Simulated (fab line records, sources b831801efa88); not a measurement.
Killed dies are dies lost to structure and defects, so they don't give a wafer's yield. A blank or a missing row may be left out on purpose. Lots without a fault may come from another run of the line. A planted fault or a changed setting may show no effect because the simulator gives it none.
fab line records | flow sfq_line
record lots=14 wafers=42 last_day=89
route steps=325 shown L0@13
lots that met no fault: from a run of the same line without faults
start_h: hours from the record's first day to the start of the lot's first wafer shown | wait_h: hours since the lot's step before | " the same as in the row above | L1.1+2: a row that stands for several wafers | - no value, or no start given | * or withheld: withheld | < > ~ a bound
route shown NAME@n: a module of which the file shows steps, and the number in the route of the first | usual: mean/standard deviation of fault-free wafers | same: alike in all rows | chamber/n: place in a boat | sites: the reading at each site | _std_site: their standard deviation | _edge_site: outer sites' mean less inner sites' | radius_mm: how far each site lies from the wafer's centre | mask NAME#n: copy n | behind: the tool/chamber that last shaped the wafer | hold: why the lot was held/for how many hours/how that ended | device: the transistor (n, p or np) that didn't switch | end of line: the same wafers' tests at the end of the route | a step without rows: its recipe alone | killed: dies lost to structure and defects at the first sort, not the wafer's yield | map: a wafer's dies, x killed, . not, _ none there
set.NAME: the setting as run; set.NAME@STEP: as run at that earlier step | model.NAME: the simulator's own value behind a step, which no gauge read
steps of the route over a sample of lots; a table a step, a row a wafer
services: from which hour (start_h, from the record's first day; less than 0 if before it) a tool's chamber was out of use, for how many hours, and why
## steps
# step SFQ_TRILAYER_L0_ETCH_METAL_ETCH_008
# recipe target=MoNx_KI stop_on=SiO2 mask_material=PR chemistry=SF6/O2 target_depth_nm=50 icp_w=600 bias_w=80 pressure_mtorr=10 time_s=25
# usual bias_w=80.00/0.23 drypump_motor_current_A=5.7/0.43 oes_product_au=0.872/0.007 rf_fwd_power_W=592.8/2.5
# columns lot.wafer tool chamber start_h wait_h bias_w drypump_motor_current_A oes_product_au rf_fwd_power_W rf_hours_counter_h
L270.1 rie_metal-04 1 83.57 0.0 80.10 6.0 0.885 591.3 191
L270.3 " 1 " " 80.36 6.0 0.887 590.0 -
L270.4 " 0 " " 80.07 5.8 0.878 591.8 -
L271.1 rie_metal-02 0 89.57 0.0 80.34 5.1 0.869 591.4 120
L271.4 " 1 " " 80.20 5.4 0.878 593.3 -
L271.5 " 1 " " 80.60 5.4 0.868 591.6 -
L272.1 rie_metal-03 1 97.97 0.0 79.72 6.4 0.879 593.4 163
L272.5 " 0 " " 80.21 6.0 0.870 600.2 -
L272.6 " 1 " " 79.89 6.4 0.871 594.5 -
L273.1 rie_metal-04 1 106.57 0.1 80.08 6.0 0.873 591.7 195
L273.2 " 1 " " 80.38 6.0 0.873 589.2 -
L273.4 " 1 " " 79.96 6.0 0.872 590.9 -
L274.3 rie_metal-04 0 118.15 0.1 80.28 5.8 0.882 595.0 -
L274.4 " 0 " " 80.23 5.8 0.885 595.8 -
L274.6 " 0 " " 80.26 5.8 0.883 596.4 -
L277.1 rie_metal-03 0 133.79 0.0 79.93 6.0 0.884 595.3 24
L277.3 " 1 " " 80.27 6.4 0.878 591.3 -
L277.6 " 0 " " 79.75 6.0 0.867 593.4 -
L282.2 rie_metal-02 1 155.39 0.0 80.40 5.4 0.873 593.6 90
L282.5 " 1 " " 79.87 5.4 0.854 590.0 -
L282.6 " 0 " " 79.65 5.1 0.874 597.2 -
L284.1 rie_metal-04 1 166.19 0.0 79.93 6.0 0.866 592.5 6
L284.3 " 1 " " 79.46 6.0 0.861 589.4 -
L284.4 " 0 " " 79.98 5.8 0.853 497.7 -
L285.2 rie_metal-04 0 172.19 0.0 79.99 5.8 0.873 497.0 12
L285.4 " 0 " " 80.29 5.8 0.869 497.8 -
L285.6 " 1 " " 79.73 6.0 0.877 589.9 -
L286.1 rie_metal-02 1 181.51 0.0 80.36 5.4 0.869 590.3 94
L286.2 " 0 " " 80.03 5.1 0.865 590.1 132
L286.6 " 1 " " 80.18 5.4 0.876 588.3 -
L287.1 rie_metal-02 0 187.51 0.0 79.57 5.0 0.875 595.9 133
L287.2 " 1 " " 79.92 5.4 0.881 595.2 95
L287.6 " 1 " " 80.20 5.4 0.869 593.3 -
L288.1 rie_metal-03 1 195.91 0.0 79.62 6.4 0.867 592.9 179
L288.2 " 0 " " 79.81 6.0 0.878 596.6 34
L288.5 " 1 " " 79.72 6.4 0.879 594.6 -
L290.1 rie_metal-02 0 200.72 0.0 79.97 5.1 0.867 590.3 136
L290.4 " 0 " " 80.17 5.1 0.866 590.9 -
L290.5 " 1 " " 80.07 5.4 0.871 588.8 -
L292.1 rie_metal-02 0 203.57 0.1 79.85 5.0 0.876 593.6 136
L292.5 " 0 " " 80.07 5.0 0.872 592.3 -
L292.6 " 1 " " 80.23 5.4 0.855 588.7 -
## services
# columns tool chamber start_h hours kind
rie_metal-03 - 75.33 14.6 pm
rie_metal-04 0 105.14 - clean
rie_metal-04 0 105.14 12.3 scheduled_down
rie_metal-04 0 105.14 12.3 vent_cycle
rie_metal-02 0 116.54 8.7 repair
rie_metal-04 1 117.43 - clean
rie_metal-04 1 117.43 14.4 scheduled_down
rie_metal-04 1 117.43 14.4 vent_cycle
rie_metal-04 0 131.30 3.0 repair
rie_metal-02 - 153.17 1.6 repair
## key
first_sign step=SFQ_TRILAYER_L0_ETCH_METAL_ETCH_008 reading=rf_fwd_power_W direction=down sigmas=38 usual=592.8 struck=497.5
effect none on later readings
met_at SFQ_TRILAYER_L0_ETCH_METAL_ETCH_008
struck_lots L284,L285
struck_wafers L284.4,L285.2,L285.4
onset_between 118.15 166.19
fault kind=process_parameter_drift tool=rie_metal-04 chamber=0 onset_h=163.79 steps=SFQ_TRILAYER_L0_ETCH_METAL_ETCH_008 channel=icp_w offset=-96 shape=step end_h=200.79 acts_in=these_recipes_only stated=600
